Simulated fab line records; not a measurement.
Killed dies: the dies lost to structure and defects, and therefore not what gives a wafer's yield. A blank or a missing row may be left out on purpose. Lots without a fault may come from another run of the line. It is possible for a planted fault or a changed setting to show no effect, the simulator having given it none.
Problem report in the 8D (eight disciplines) form, filled by code :: flow sky130 :: the parts of the form that need people (team, actions taken, sign-off) are left out

## 1. THE ISSUE
Mean of heater power total W at SKY_GATE_OXIDE_SOFTBAKE_06: 66.91 W across 3 wafers in 3 lots; on wafers with no fault it is 56.59 W (standard deviation 0.046). That is +99 or more standard deviations from the usual mean.
The step: time 60 s.
The first sign was on wafer L716.6 at day 18 02:11, on litho track-03. The record has a number at this step for 33 wafers belonging to 11 lots. By rule, "out" or "out of limits" means more than 4 standard deviations away from the usual mean. All remaining wafers that have a number are taken as sound.

## 2. WHAT IT IS; WHAT IT IS NOT
question: which readings at this step
is: heater power total W, run length s
is not: -

question: which lots
is: L716, L718, L719
is not: L709, L712, L720, L721, L723, L726, L727, L728

question: which wafers of those lots
is: L716.6, L718.4, L719.4
is not: L716.3, L716.5, L718.1, L718.2, L719.2, L719.3

question: read on which tools
is: litho track-03
is not: litho track-01, litho track-04

question: when
is: from day 18 02:11
is not: up to then (8 sound wafers); but 22 sound wafers of L718, L719, L720, L721, L723, L726, L727, L728 came after

## 3. SUSPECTS, AND WHAT RULES EACH OUT
Counting: any tool at a process step up to the reading remains a suspect provided it ran every lot that is out. Sound lots after the first of them don't rule it out here, since some wafers of a struck lot are sound.
- litho track-03 at SKY_GATE_OXIDE_SOFTBAKE_06 (time 60 s): kept. It ran every lot that is out, first L716 (day 18 02:11). Its own readings are out on those wafers: heater power total W, run length s.
Remaining after the count: litho track-03 at SKY_GATE_OXIDE_SOFTBAKE_06.

## 4. THE CAUSE (what the simulator had put in)
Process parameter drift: litho track-03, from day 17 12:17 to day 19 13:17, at SKY_GATE_OXIDE_SOFTBAKE_06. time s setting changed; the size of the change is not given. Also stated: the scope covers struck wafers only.
The count eliminated every tool but this one.

## 5. THE CHAIN OF EFFECTS, in route order
Rows list readings where the struck wafers' mean (over those with a number) sits beyond 3 standard deviations from the usual. Scope: only readings with a usual standard deviation given in the record; hours: median across lots of the time from each lot's start at the first step in this table that gives one to its start at this step; sigmas: change in usual standard deviations.
hours: 0
step: SKY_GATE_OXIDE_SOFTBAKE_06
reading: heater power total W
usual: 56.59 W
on struck wafers: 66.91
change: +10.32
sigmas: +99 or more

hours: 0
step: SKY_GATE_OXIDE_SOFTBAKE_06
reading: run length s
usual: 89.25 s
on struck wafers: 64.61
change: -24.64
sigmas: -99 or more

hours: 15
step: SKY_GATE_OXIDE_STRIP_13
reading: strip time to endpoint s
usual: 14.20 s
on struck wafers: 14.33
change: +0.13
sigmas: +3.6
Here are the process steps it includes:
- SKY_GATE_OXIDE_SOFTBAKE_06: time 60 s.
- SKY_GATE_OXIDE_STRIP_13: strips in O2/N2.

## 6. HOW IT WOULD HAVE BEEN CAUGHT EARLIER
In this record the first reading out of limits was taken at day 18 02:11, 14 hours after the fault began at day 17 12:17.
